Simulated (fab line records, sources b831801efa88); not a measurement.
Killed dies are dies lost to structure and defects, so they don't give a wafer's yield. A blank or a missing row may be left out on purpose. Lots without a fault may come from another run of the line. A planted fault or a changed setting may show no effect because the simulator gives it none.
Chamber matching | flow gf180mcu | GF_V3_ETCH_16 on rie_diel-01: 4 sister chambers
The step etches BARC in N2/H2. 36 wafers are shown with their chamber, then 12 later ones without.

WAFERS WITH THEIR CHAMBER
wafer  | chamber | drypump_motor_current_A (A) | oes_product_au (a.u.) | throttle_valve_pct (%)
L074.1 | 0       | 5.4                         | 0.857                 | 13.217
L074.2 | 3       | 6.0                         | 0.846                 | 13.228
L074.3 | 1       | 5.1                         | 0.858                 | 13.223
L075.1 | 1       | 5.2                         | 0.862                 | 13.217
L075.2 | 3       | 6.0                         | 0.863                 | 13.214
L075.5 | 3       | 6.0                         | 0.856                 | 13.220
L077.1 | 1       | 5.2                         | 0.849                 | 13.225
L077.2 | 2       | 5.8                         | 0.846                 | 13.227
L077.3 | 3       | 6.0                         | 0.853                 | 13.227
L077.4 | 0       | 5.4                         | 0.856                 | 13.210
L077.5 | 1       | 5.2                         | 0.854                 | 13.218
L077.6 | 2       | 5.9                         | 0.854                 | 13.224
L078.1 | 3       | 6.0                         | 0.861                 | 13.216
L078.3 | 1       | 5.2                         | 0.861                 | 13.206
L078.6 | 0       | 5.4                         | 0.852                 | 13.208
L082.1 | 3       | 6.1                         | 0.859                 | 13.229
L082.2 | 2       | 5.9                         | 0.849                 | 13.229
L082.3 | 1       | 5.1                         | 0.862                 | 13.213
L082.4 | 3       | 6.0                         | 0.856                 | 13.236
L082.5 | 2       | 5.8                         | 0.849                 | 13.231
L082.6 | 1       | 5.1                         | 0.849                 | 13.209
L083.2 | 0       | 5.4                         | 0.856                 | 13.226
L083.5 | 3       | 6.0                         | 0.853                 | 13.235
L083.6 | 2       | 5.9                         | 0.852                 | 13.214
L084.2 | 3       | 6.0                         | 0.854                 | 13.247
L084.5 | 0       | 5.4                         | 0.848                 | 13.225
L084.6 | 1       | 5.2                         | 0.850                 | 13.225
L085.1 | 0       | 5.4                         | 0.855                 | 13.227
L085.4 | 2       | 5.9                         | 0.848                 | 13.239
L085.6 | 3       | 6.0                         | 0.856                 | 13.221
L087.1 | 1       | 5.2                         | 0.853                 | 13.216
L087.2 | 3       | 6.0                         | 0.857                 | 13.217
L087.3 | 0       | 5.4                         | 0.852                 | 13.239
L087.4 | 2       | 5.8                         | 0.858                 | 13.236
L087.5 | 0       | 5.4                         | 0.852                 | 13.230
L087.6 | 1       | 5.2                         | 0.856                 | 13.240

SIGNATURES (means of the wafers above)
reading                 | chamber 0 | chamber 1 | chamber 2 | chamber 3 | scatter within a chamber
drypump_motor_current_A | 5.400     | 5.170     | 5.857     | 6.009     | 0.0384
oes_product_au          | 0.85350   | 0.85540   | 0.85086   | 0.85582   | 0.00438
throttle_valve_pct      | 13.22275  | 13.21920  | 13.22857  | 13.22636  | 0.00974
Rule: a wafer's distance from a chamber is the root of the sum, over the readings, of the square of ((its reading less the chamber's mean) divided by the reading's scatter). The wafer belongs to the nearest chamber; if the next one is less than 2 further off, it can't be placed. The scatter: the root of (the sum of the squares of (reading less its chamber's mean) over the shown wafers, divided by (wafers less chambers)).

WAFERS WITHOUT THEIR CHAMBER
wafer  | drypump_motor_current_A (A) | oes_product_au (a.u.) | throttle_valve_pct (%)
L091.1 | 5.9                         | 0.856                 | 13.233
L091.4 | 5.4                         | 0.862                 | 13.227
L091.6 | 6.0                         | 0.855                 | 13.219
L094.1 | 5.4                         | 0.847                 | 13.211
L094.2 | 5.9                         | 0.860                 | 13.226
L094.3 | 6.0                         | 0.859                 | 13.235
L094.4 | 5.1                         | 0.855                 | 13.230
L094.5 | 6.0                         | 0.850                 | 13.211
L094.6 | 5.9                         | 0.854                 | 13.216
L096.2 | 5.9                         | 0.854                 | 13.236
L096.3 | 5.4                         | 0.847                 | 13.211
L096.5 | 6.0                         | 0.845                 | 13.215

WHICH CHAMBER EACH WENT THROUGH
wafer  | from the rows above     | in truth
L091.1 | can't be placed: 2 or 3 | 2
L091.4 | 0                       | 0
L091.6 | 3                       | 3
L094.1 | 0                       | 0
L094.2 | can't be placed: 2 or 3 | 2
L094.3 | 3                       | 3
L094.4 | 1                       | 1
L094.5 | 3                       | 3
L094.6 | can't be placed: 2 or 3 | 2
L096.2 | can't be placed: 2 or 3 | 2
L096.3 | 0                       | 0
L096.5 | can't be placed: 3 or 2 | 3
Placed correctly: 7 of 12. Can't be placed from these rows: 5 (the true chamber is among the candidates in 5). Placed wrongly: 0.
